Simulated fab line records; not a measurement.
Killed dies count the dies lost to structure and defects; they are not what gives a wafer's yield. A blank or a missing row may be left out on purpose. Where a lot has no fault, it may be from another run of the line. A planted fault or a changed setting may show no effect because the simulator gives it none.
fab line records	flow sky130
record: lots: 10	wafers: 30	lastDay: 50
route steps=708 shown LI_CONTACT@382 CONTACT@409 PAD_OPEN@708
lots that met no fault: taken from a fault-free run of the same line
startH: hours from the record's opening day to when the first of the lot's shown wafers began	waitH: time in hours since the lot's previous step	" unchanged from the row above	L1.1+2: a single row standing in for several wafers	- no value present, or no start provided	* or withheld: withheld	< > ~ a bound
route shown NAME@n: a module of which the file shows steps, and the number in the route of the first	usual: mean/standard deviation of fault-free wafers	same: alike in all rows	chamber/n: place in a boat	sites: readings site by site	_std_site: how widely they spread, as a standard deviation	_edge_site: the outer-site mean with the inner-site mean subtracted	radiusMm: how far each site lies from the wafer's centre	mask NAME#n: copy n	behind: the most recent tool/chamber to have shaped the wafer	hold: the reason the lot was held/the length of the hold in hours/how it ended	device: the n, p or np transistor that did not switch	end of line: the route-end tests of the same wafers	step lacking rows: just its recipe	killed: dies lost to structure and defects at the first sort, not the wafer's yield	map: dies across one wafer; x = killed, . = not, _ = none there
set.NAME: the setting that was run; set.NAME@STEP: the one run at that earlier step	model.NAME: the simulator's own value behind a step, which no gauge read
the route's steps for a sample of lots (tables are steps, rows are wafers)
services: from which hour (startH, from the record's first day; less than 0 if before it) a tool's chamber was out of use, for how many hours, and why
== steps ==
step: SKY_LI_CONTACT_SPUTTER_20
recipe: material: TiN	targetThkNm: 20	chamberPressurePa: 5	powerW: 4000	timeS: 80
usual: throttleValvePct: 29.8/1.3
lot.wafer	tool	chamber	startH	waitH	throttleValvePct
L497.1	pvdSputter-01	-	688.73	0.0	29.8
L497.2	"	-	"	"	29.0
L497.4	"	-	"	"	30.9
L503.1	pvdSputter-03	-	735.92	0.0	31.1
L503.4	"	-	"	"	29.7
L503.5	"	-	"	"	29.6
L504.1	pvdSputter-04	-	761.49	0.0	30.1
L504.2	"	-	"	"	30.0
L504.4	"	-	"	"	27.9
L507.2	pvdSputter-01	-	780.80	0.0	29.0
L507.4	"	-	"	"	31.0
L507.6	"	-	"	"	29.1
L511.1	pvdSputter-03	-	801.40	0.0	26.2
L511.4	"	-	"	"	29.6
L511.6	"	-	"	"	26.4
L512.3	pvdSputter-04	-	812.07	0.0	28.0
L512.5	"	-	"	"	29.9
L512.6	"	-	"	"	30.0
L515.1	pvdSputter-03	-	829.08	0.0	29.6
L515.2	"	-	"	"	31.0
L515.3	"	-	"	"	30.4
L516.2	pvdSputter-03	-	837.32	0.0	30.6
L516.3	"	-	"	"	26.2
L516.4	"	-	"	"	29.8
L517.1	pvdSputter-04	-	845.91	0.0	27.9
L517.5	"	-	"	"	30.1
L517.6	"	-	"	"	30.2
L518.1	pvdSputter-04	-	854.87	0.0	27.8
L518.4	"	-	"	"	30.6
L518.6	"	-	"	"	27.9
step: SKY_CONTACT_THK_MEAS_03
recipe: reads: SiO2_of_CONTACT_HDPCVD_02
usual: CONTACT_HDPCVD_THK: 568/5.9
lot.wafer	tool	chamber	startH	waitH	CONTACT_HDPCVD_THK[nm]
L497.1	filmMetro-01	-	717.98	0.0	563
L497.2	"	-	"	"	562
L497.4	"	-	"	"	564
L503.1	filmMetro-03	-	764.38	0.0	561
L503.4	"	-	"	"	558
L503.5	"	-	"	"	571
L504.1	filmMetro-01	-	791.10	0.0	563
L504.2	"	-	"	"	565
L504.4	"	-	"	"	562
L507.2	filmMetro-01	-	809.70	0.0	567
L507.4	"	-	"	"	563
L507.6	"	-	"	"	566
L511.1	filmMetro-02	-	830.44	0.0	575
L511.4	"	-	"	"	571
L511.6	"	-	"	"	570
L512.3	filmMetro-02	-	842.27	0.1	564
L512.5	"	-	"	"	575
L512.6	"	-	"	"	564
L515.1	filmMetro-01	-	858.90	0.1	579
L515.2	"	-	"	"	578
L515.3	"	-	"	"	574
L516.2	filmMetro-01	-	867.58	0.0	570
L516.3	"	-	"	"	563
L516.4	"	-	"	"	565
L517.1	filmMetro-02	-	875.26	0.0	569
L517.5	"	-	"	"	577
L517.6	"	-	"	"	563
L518.1	filmMetro-03	-	884.65	0.0	566
L518.4	"	-	"	"	567
L518.6	"	-	"	"	567
step: SKY_CONTACT_ETCH_16
recipe: chemistry: N2/H2	target: BARC	ionEnergyEv: 200	sourceW: 500	biasW: 100	pressureMtorr: 30	n2FlowSccm: 100	h2FlowSccm: 200	stopOn: SiO2	timeS: 45.9	targetDepthA: 600
usual: biasW: 100.0/0.31	chamberPressureMTorr: 30.00/0.032	drypumpMotorCurrentA: 5.5/0.39	h2FlowSccm: 200.1/0.61	oesProductAu: 0.854/0.0055	throttleValvePct: 13.224/0.0092
lot.wafer	tool	chamber	startH	waitH	biasW	chamberPressureMTorr	drypumpMotorCurrentA	h2FlowSccm	oesProductAu	rfHoursCounterH	throttleValvePct
L497.1	rieDiel-01	3	745.62	0.0	100.3	29.99	5.5	199.6	0.859	0	13.228
L497.2	"	0	"	"	100.1	29.99	5.0	200.5	0.847	11	13.206
L497.4	"	1	"	"	100.6	29.97	5.5	200.4	0.867	11	13.229
L503.1	rieDiel-01	0	791.74	0.0	100.4	30.00	5.0	200.6	0.848	12	13.212
L503.4	"	3	"	"	100.1	29.97	5.5	199.4	0.852	2	13.209
L503.5	"	0	"	"	100.7	30.04	5.0	201.2	0.856	-	13.235
L504.1	rieDiel-01	3	818.93	0.0	100.2	30.00	5.5	200.8	0.855	3	13.237
L504.2	"	2	"	"	100.0	30.00	5.8	198.6	0.857	10	13.238
L504.4	"	1	"	"	100.1	30.00	5.5	198.6	0.862	13	13.236
L507.2	rieDiel-04	0	838.13	0.0	99.8	30.01	5.1	200.9	0.862	5	13.210
L507.4	"	2	"	"	100.2	30.00	5.2	199.2	0.851	-	13.249
L507.6	"	1	"	"	100.1	30.01	6.2	199.8	0.857	-	13.222
L511.1	rieDiel-02	1	858.63	0.0	-	-	-	-	-	-	-
L511.4	"	2	"	"	-	-	-	-	-	-	-
L511.6	"	1	"	"	-	-	-	-	-	-	-
L512.3	rieDiel-04	1	871.08	0.0	-	-	-	-	-	-	-
L512.5	"	2	"	"	-	-	-	-	-	-	-
L512.6	"	3	"	"	-	-	-	-	-	-	-
L515.1	rieDiel-02	3	886.68	0.0	100.4	30.00	5.3	200.2	0.854	2	13.240
L515.2	"	1	"	"	99.6	30.00	5.8	200.1	0.854	8	13.239
L515.3	"	0	"	"	99.7	29.95	5.7	200.3	0.854	1	13.226
L516.2	rieDiel-04	2	894.43	0.0	99.7	29.98	5.2	199.3	0.848	22	13.214
L516.3	"	0	"	"	99.7	30.00	5.1	199.9	0.850	8	13.240
L516.4	"	3	"	"	100.2	29.97	5.1	200.6	0.850	20	13.223
L517.1	rieDiel-01	2	901.73	0.0	100.2	29.98	5.8	200.7	0.854	13	13.219
L517.5	"	0	"	"	100.2	29.99	4.9	199.7	0.855	-	13.203
L517.6	"	3	"	"	100.1	30.04	5.5	200.1	0.855	-	13.226
L518.1	rieDiel-04	1	910.53	0.0	100.0	29.95	6.2	199.9	0.864	7	13.209
L518.4	"	0	"	"	99.9	30.00	5.1	199.7	0.861	9	13.224
L518.6	"	0	"	"	100.1	30.00	5.1	200.6	0.860	-	13.221
step: SKY_CONTACT_ETCH_17
recipe: target: SiO2	chemistry: C4F8/O2/Ar	stopOn: Si3N4	maskMaterial: KrF-thick	sourceW: 1500	biasW: 1200	pressureMtorr: 40	c4f8FlowSccm: withheld	O2_flow_sccm: 6	Ar_flow_sccm: 300	timeS: withheld	targetDepthA: 3400
usual: biasW: 1200/3.2	chamberPressureMTorr: 40.00/0.04	oesProductAu: 0.891/0.0053
lot.wafer	tool	chamber	startH	waitH	biasW	chamberPressureMTorr	oesProductAu
L497.1	rieDiel-01	3	745.67	0.0	1201	39.95	0.892
L497.2	"	0	"	"	1201	39.97	0.895
L497.4	"	1	"	"	1198	39.94	0.899
L503.1	rieDiel-01	0	791.78	0.0	1201	40.03	0.894
L503.4	"	3	"	"	1205	39.95	0.889
L503.5	"	0	"	"	1204	40.00	0.893
L504.1	rieDiel-01	3	818.97	0.0	1195	39.97	0.898
L504.2	"	2	"	"	1201	40.01	0.889
L504.4	"	1	"	"	1200	40.00	0.889
L507.2	rieDiel-04	0	838.17	0.0	1195	39.97	0.893
L507.4	"	2	"	"	1195	39.98	0.897
L507.6	"	1	"	"	1199	39.94	0.894
L511.1	rieDiel-02	1	858.67	0.0	1201	40.02	0.368
L511.4	"	2	"	"	1196	40.05	0.375
L511.6	"	1	"	"	1197	40.03	0.370
L512.3	rieDiel-04	1	871.12	0.0	1200	39.99	0.373
L512.5	"	2	"	"	1201	39.91	0.379
L512.6	"	3	"	"	1201	40.03	0.366
L515.1	rieDiel-02	3	886.72	0.0	1204	40.06	0.889
L515.2	"	1	"	"	1198	39.99	0.880
L515.3	"	0	"	"	1201	40.04	0.883
L516.2	rieDiel-04	2	894.47	0.0	1199	40.03	0.889
L516.3	"	0	"	"	1205	40.01	0.895
L516.4	"	3	"	"	1202	39.92	0.887
L517.1	rieDiel-01	2	901.77	0.0	1197	40.03	0.893
L517.5	"	0	"	"	1199	39.98	0.894
L517.6	"	3	"	"	1197	40.01	0.894
L518.1	rieDiel-04	1	910.57	0.0	1195	39.97	0.891
L518.4	"	0	"	"	1199	40.02	0.888
L518.6	"	0	"	"	1193	39.97	0.895
step: SKY_CONTACT_ETCH_18
recipe: target: Si3N4	chemistry: CHF3/O2	stopOn: TiN	sourceW: 600	biasW: 200	pressureMtorr: 40	chf3FlowSccm: 50	O2_flow_sccm: 5	timeS: 39	targetDepthA: 750
usual: O2_flow_sccm: 4.998/0.014	biasW: 200.1/0.58	chf3FlowSccm: 50.01/0.15	drypumpMotorCurrentA: 5.5/0.39	oesProductAu: 0.854/0.009	throttleValvePct: 8.793/0.0091
lot.wafer	tool	chamber	startH	waitH	O2_flow_sccm	biasW	chf3FlowSccm	drypumpMotorCurrentA	oesProductAu	rfHoursCounterH	throttleValvePct
L497.1	rieDiel-01	3	-	-	5.000	199.5	49.80	5.5	0.861	1	8.784
L497.2	"	0	"	"	5.002	200.1	50.06	4.9	0.846	11	8.800
L497.4	"	1	"	"	5.037	199.6	50.28	5.5	0.860	11	8.793
L503.1	rieDiel-01	0	-	-	5.000	199.8	50.16	5.0	0.854	12	8.786
L503.4	"	3	"	"	5.009	200.0	50.12	5.5	0.866	2	8.801
L503.5	"	0	"	"	4.999	200.6	49.96	5.0	0.853	-	8.802
L504.1	rieDiel-01	3	-	-	4.982	199.0	50.05	5.4	0.861	3	8.787
L504.2	"	2	"	"	5.011	199.5	49.92	5.8	0.846	10	8.795
L504.4	"	1	"	"	4.983	199.5	49.89	5.5	0.872	13	8.815
L507.2	rieDiel-04	0	-	-	5.009	200.4	50.20	5.1	0.848	5	8.783
L507.4	"	2	"	"	5.016	199.5	49.99	5.2	0.868	-	8.806
L507.6	"	1	"	"	5.011	200.3	50.13	6.2	0.876	-	8.789
L511.1	rieDiel-02	1	-	-	4.990	199.9	49.87	5.8	0.379	7	8.682
L511.4	"	2	"	"	5.012	200.2	49.87	6.3	0.381	-	8.668
L511.6	"	1	"	"	4.995	200.5	49.91	5.8	0.377	-	8.672
L512.3	rieDiel-04	1	-	-	5.003	200.9	50.01	6.1	0.377	6	8.669
L512.5	"	2	"	"	5.000	199.3	49.66	5.2	0.375	-	8.683
L512.6	"	3	"	"	4.998	199.6	49.92	5.1	0.371	-	8.687
L515.1	rieDiel-02	3	-	-	4.996	200.9	50.00	5.3	0.842	2	8.778
L515.2	"	1	"	"	4.989	200.6	50.20	5.8	0.841	9	8.799
L515.3	"	0	"	"	4.984	200.0	49.62	5.7	0.850	2	8.806
L516.2	rieDiel-04	2	-	-	4.993	199.0	49.78	5.2	0.858	22	8.791
L516.3	"	0	"	"	5.016	200.2	50.11	5.1	0.850	8	8.773
L516.4	"	3	"	"	5.014	199.5	50.15	5.1	0.852	20	8.802
L517.1	rieDiel-01	2	-	-	4.993	199.5	49.95	5.8	0.847	13	8.785
L517.5	"	0	"	"	4.986	200.2	49.91	4.9	0.862	-	8.796
L517.6	"	3	"	"	5.000	200.6	50.02	5.5	0.851	-	8.785
L518.1	rieDiel-04	1	-	-	4.962	199.7	50.24	6.1	0.829	8	8.782
L518.4	"	0	"	"	4.984	200.2	49.97	5.1	0.866	9	8.781
L518.6	"	0	"	"	4.981	200.8	50.15	5.1	0.858	-	8.791
step: SKY_CONTACT_CMP_27
recipe: stopOn: SiO2	tOverpolishS: 15	downForcePsi: 3.5	platenRpm: 60	targetThkNm: 0	padVelocityMS: 0.94248
usual: headPressurePsi: 3.499/0.0072	motorCurrentA: 11.7/1.2
lot.wafer	tool	chamber	startH	waitH	headPressurePsi	motorCurrentA
L497.1	cmp-01	2	747.19	0.1	3.495	13.1
L497.4	"	3	"	"	3.492	12.5
L497.2	"	0	"	"	3.498	10.2
L503.1	cmp-02	3	792.95	0.1	3.493	12.9
L503.4	"	0	"	"	3.502	11.6
L503.5	"	1	"	"	3.494	10.4
L504.1	cmp-01	1	820.01	0.1	3.498	10.0
L504.4	"	3	"	"	3.496	12.6
L504.2	"	0	"	"	3.495	11.0
L507.2	cmp-02	2	840.03	0.4	3.502	11.2
L507.4	"	3	"	"	3.508	13.7
L507.6	"	1	"	"	3.494	10.6
L511.4	cmp-02	0	859.81	0.1	3.504	11.6
L511.1	"	1	"	"	3.509	10.2
L511.6	"	2	"	"	3.502	10.7
L512.3	cmp-01	3	872.35	0.1	3.500	11.9
L512.6	"	1	"	"	3.492	9.6
L512.5	"	2	"	"	3.497	13.9
L515.2	cmp-02	2	887.84	0.1	3.500	10.3
L515.3	"	3	"	"	3.489	13.1
L515.1	"	0	"	"	3.512	11.7
L516.4	cmp-01	1	895.57	0.0	3.500	10.9
L516.3	"	2	"	"	3.503	13.6
L516.2	"	3	"	"	3.502	12.5
L517.1	cmp-01	1	902.81	0.1	3.498	10.0
L517.6	"	1	"	"	3.498	10.3
L517.5	"	2	"	"	3.503	13.1
L518.4	cmp-02	0	911.67	0.1	3.500	11.3
L518.1	"	1	"	"	3.497	9.8
L518.6	"	3	"	"	3.489	12.9
step: SKY_PAD_OPEN_PROBE_99
usual: killed_at_M0_to_M3: 43/6.6	killed_at_M4_up: 3.2/1.9	killedAtContacts: 25/5.3	killedAtFrontEnd: 16/4.5	killedAtOther: 0.3/0.63	killedDies: 87/8.9	killedOnRim: 17/3.7	killedOpen: 48/7.9	killedShort: 39/5.3
same: grossDies: 492	killedAtBackSide: 0
lot.wafer	tool	chamber	startH	waitH	killed_at_M0_to_M3	killed_at_M4_up	killedAtContacts	killedAtFrontEnd	killedAtOther	killedDies	killedOnRim	killedOpen	killedShort
L511.1	prober-01	-	1172.00	0.1	228	57	124	16	67	492	96	57	50
L511.4	prober-01	-	1172.15	0.2	226	67	122	17	60	492	96	50	36
L511.6	prober-01	-	1172.25	0.2	252	61	112	10	57	492	96	46	34
L512.3	prober-02	-	1175.18	0.2	219	63	139	15	56	492	96	62	40
L512.5	prober-02	-	1175.28	0.2	226	71	111	18	66	492	96	49	43
L512.6	prober-02	-	1175.33	0.2	223	69	125	12	63	492	96	36	38
killed by level:class
L511.1 CONTACT:areaEtch=97 CAP2M:areaExpose=36 METAL2:areaExpose=35 VIA3:areaExpose=34 CAPM:areaExpose=31 VIA1:areaExpose=29 VIA4:areaExpose=28 VIA2:areaExpose=27
L511.4 CONTACT:areaEtch=94 VIA3:areaExpose=41 METAL2:areaExpose=40 VIA4:areaExpose=37 METAL3:areaExpose=33 CAPM:areaExpose=32 METAL1:areaExpose=30 METAL4:areaExpose=28
L511.6 CONTACT:areaEtch=88 VIA2:areaExpose=43 VIA1:areaExpose=37 METAL2:areaExpose=37 METAL3:areaExpose=36 VIA3:areaExpose=32 CAPM:areaExpose=32 METAL4:areaExpose=28
L512.3 CONTACT:areaEtch=108 METAL2:areaExpose=33 VIA1:areaExpose=32 VIA4:areaExpose=32 VIA2:areaExpose=30 CAPM:areaExpose=30 METAL1:areaExpose=27 CAP2M:areaExpose=26
L512.5 CONTACT:areaEtch=87 VIA1:areaExpose=38 VIA4:areaExpose=36 CAPM:areaExpose=36 METAL3:areaExpose=32 METAL1:areaExpose=31 METAL4:areaExpose=31 CAP2M:areaExpose=30
L512.6 CONTACT:areaEtch=102 METAL1:areaExpose=42 VIA3:areaExpose=37 METAL4:areaExpose=36 CAP2M:areaExpose=33 VIA2:areaExpose=32 CAPM:areaExpose=30 VIA4:areaExpose=30
== services ==
tool	chamber	startH	hours	kind
rieDiel-01	3	665.48	16.8	repair
cmp-02	-	667.86	1.9	repair
rieDiel-01	2	668.66	16.0	repair
rieDiel-01	3	697.17	8.3	repair
rieDiel-04	-	708.02	0.6	repair
cmp-01	-	708.68	1.6	repair
cmp-01	-	711.25	8.9	repair
cmp-02	-	714.11	1.1	repair
cmp-01	-	732.15	0.6	repair
rieDiel-04	1	733.37	5.7	repair
rieDiel-02	0	743.89	6.9	repair
cmp-02	-	744.00	4.0	pm
rieDiel-02	1	749.22	2.2	repair
rieDiel-01	-	752.37	0.6	repair
rieDiel-04	-	773.13	2.8	pm
rieDiel-02	2	800.24	14.3	repair
cmp-02	-	801.70	16.7	pm
rieDiel-04	3	834.40	19.4	repair
rieDiel-02	-	837.70	0.6	repair
rieDiel-01	3	843.00	1.2	repair
rieDiel-02	3	849.47	9.4	repair
rieDiel-01	-	875.10	0.3	repair
rieDiel-04	3	885.28	6.2	repair
rieDiel-04	2	896.27	6.9	repair
== key ==
firstSign: step: SKY_CONTACT_ETCH_16	reading: toolRecord	direction: missing
effect: step: SKY_CONTACT_ETCH_17	reading: oesProductAu	direction: down	sigmas: 99	usual: 0.891	struck: 0.372
effect: step: SKY_CONTACT_ETCH_18	reading: oesProductAu	direction: down	sigmas: 53	usual: 0.854	struck: 0.377
effect: step: SKY_PAD_OPEN_PROBE_99	reading: killedAtOther	direction: up	sigmas: 61	usual: 0.3	struck: 61.5
moreKillsBornAt: SKY_CONTACT_ETCH_16@rieDiel-04: 297	SKY_CONTACT_ETCH_16@rieDiel-02: 279
metAt SKY_CONTACT_ETCH_16
struckLots L511,L512
laterRowsLeftOut L511.1,L511.4,L511.6,L512.3,L512.5,L512.6
testerLeftOut L511,L512
notActingAt SKY_LI_CONTACT_SPUTTER_20,SKY_CONTACT_THK_MEAS_03,SKY_CONTACT_CMP_27
onsetBetween 838.13 858.63
fault: kind: skippedStepWhole	tool: rieDiel-02,rieDiel-04	chamber: -	onsetH: 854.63	steps: SKY_CONTACT_ETCH_16	scope: struckLotsOnly
testerLeftOut: of these lots the tester's yield and bins aren't shown, on N5 and GAA mostly nor the transistor test; their killed dies are dies lost to structure and defects alone, not to doping, threshold or leakage, so they don't give the yield
laterRowsLeftOut: the simulator's readings of these wafers behind a module that went badly wrong aren't trusted and aren't shown, but for the sort
